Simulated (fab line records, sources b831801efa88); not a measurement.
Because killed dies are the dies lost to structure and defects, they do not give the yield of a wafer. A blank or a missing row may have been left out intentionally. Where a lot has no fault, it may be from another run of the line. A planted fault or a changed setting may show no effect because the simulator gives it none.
Which of the tools did it? / flow sky130 / 12 lots, 36 wafers sampled, at 2 steps of a route of 708

## WHAT EACH GAUGE READ, for each wafer
SKY_LOCAL_INTERCONNECT_THK_MEAS_02: measures by xrf. Usual: LOCAL_INTERCONNECT_TIN_THK 97.7 nm, standard deviation 1.
lot=L460; measured=day 29 13:23; on=film_metro-02; LOCAL_INTERCONNECT_TIN_THK (nm)=97.3 96.1 97.8; flag=
lot=L461; measured=day 29 15:08; on=film_metro-03; LOCAL_INTERCONNECT_TIN_THK (nm)=98.1 97.5 98.1; flag=
lot=L467; measured=day 31 14:29; on=film_metro-03; LOCAL_INTERCONNECT_TIN_THK (nm)=95.9 97.0 97.5; flag=
lot=L468; measured=day 31 23:31; on=film_metro-02; LOCAL_INTERCONNECT_TIN_THK (nm)=97.3 96.6 95.8; flag=
lot=L469; measured=day 32 11:43; on=film_metro-01; LOCAL_INTERCONNECT_TIN_THK (nm)=96.3 95.3 96.3; flag=
lot=L475; measured=day 34 15:58; on=film_metro-03; LOCAL_INTERCONNECT_TIN_THK (nm)=98.0 96.7 97.1; flag=
lot=L477; measured=day 34 18:28; on=film_metro-02; LOCAL_INTERCONNECT_TIN_THK (nm)=98.3 98.9 99.0; flag=
lot=L478; measured=day 34 20:13; on=film_metro-01; LOCAL_INTERCONNECT_TIN_THK (nm)=99.4 100.0 100.9; flag=
lot=L479; measured=day 34 22:19; on=film_metro-01; LOCAL_INTERCONNECT_TIN_THK (nm)=98.5 98.3 97.5; flag=
lot=L480; measured=day 35 09:25; on=film_metro-01; LOCAL_INTERCONNECT_TIN_THK (nm)=98.3 97.5 99.1; flag=
lot=L481; measured=day 35 22:20; on=film_metro-01; LOCAL_INTERCONNECT_TIN_THK (nm)=98.1 98.6 98.2; flag=
lot=L483; measured=day 36 11:29; on=film_metro-03; LOCAL_INTERCONNECT_TIN_THK (nm)=97.4 97.5 98.1; flag=

SKY_CONTACT_THK_MEAS_03. Usual: CONTACT_HDPCVD_THK 562 nm, standard deviation 5.5.
lot=L460; measured=day 30 18:50; on=film_metro-01; CONTACT_HDPCVD_THK (nm)=567 561 560; flag=
lot=L461; measured=day 30 20:20; on=film_metro-01; CONTACT_HDPCVD_THK (nm)=560 553 557; flag=
lot=L467; measured=day 32 18:15; on=film_metro-02; CONTACT_HDPCVD_THK (nm)=557 552 545; flag=
lot=L468; measured=day 33 03:09; on=film_metro-01; CONTACT_HDPCVD_THK (nm)=567 569 574; flag=
lot=L469; measured=day 33 16:28; on=film_metro-04; CONTACT_HDPCVD_THK (nm)=560 563 557; flag=
lot=L475; measured=day 35 19:23; on=film_metro-02; CONTACT_HDPCVD_THK (nm)=563 565 559; flag=
lot=L477; measured=day 35 21:49; on=film_metro-01; CONTACT_HDPCVD_THK (nm)=550 555 554; flag=
lot=L478; measured=day 35 22:38; on=film_metro-01; CONTACT_HDPCVD_THK (nm)=564 555 565; flag=
lot=L479; measured=day 36 01:32; on=film_metro-01; CONTACT_HDPCVD_THK (nm)=563 560 559; flag=
lot=L480; measured=day 36 12:14; on=film_metro-04; CONTACT_HDPCVD_THK (nm)=573 561 567; flag=
lot=L481; measured=day 37 01:15; on=film_metro-01; CONTACT_HDPCVD_THK (nm)=561 558 566; flag=
lot=L483; measured=day 37 14:31; on=film_metro-02; CONTACT_HDPCVD_THK (nm)=563 564 562; flag=

## WHICH TOOL RAN EACH LOT (tool, then ch and the chambers of the sampled wafers, then the start)
No process step before these readings appears in the record.

## AS READ BY THE TOOLS THEMSELVES (means over the sampled wafers that have a number; for cases with no such wafer, the mark the record gives instead)
The record holds no such reading with a usual standard deviation.

## THE ANSWER, worked out from the rows above alone
Rule: a lot counts as off when the mean over its wafers that have a number is more than 3 standard deviations away from the usual mean. A lot without any number at a reading at which 4 lots or more have one is off too. All remaining lots with rows at the step are treated as sound. Order of review: gauges by route order, followed by the tools' own readings, for which a lot's mean as printed above is used. The first step at which some lot is off is used, and at that step the reading that is off furthest; a lot without a number counts as furthest.
No lot is off at any reading shown: from this, nothing can be told.

## WHAT WAS PUT IN BY THE SIMULATOR
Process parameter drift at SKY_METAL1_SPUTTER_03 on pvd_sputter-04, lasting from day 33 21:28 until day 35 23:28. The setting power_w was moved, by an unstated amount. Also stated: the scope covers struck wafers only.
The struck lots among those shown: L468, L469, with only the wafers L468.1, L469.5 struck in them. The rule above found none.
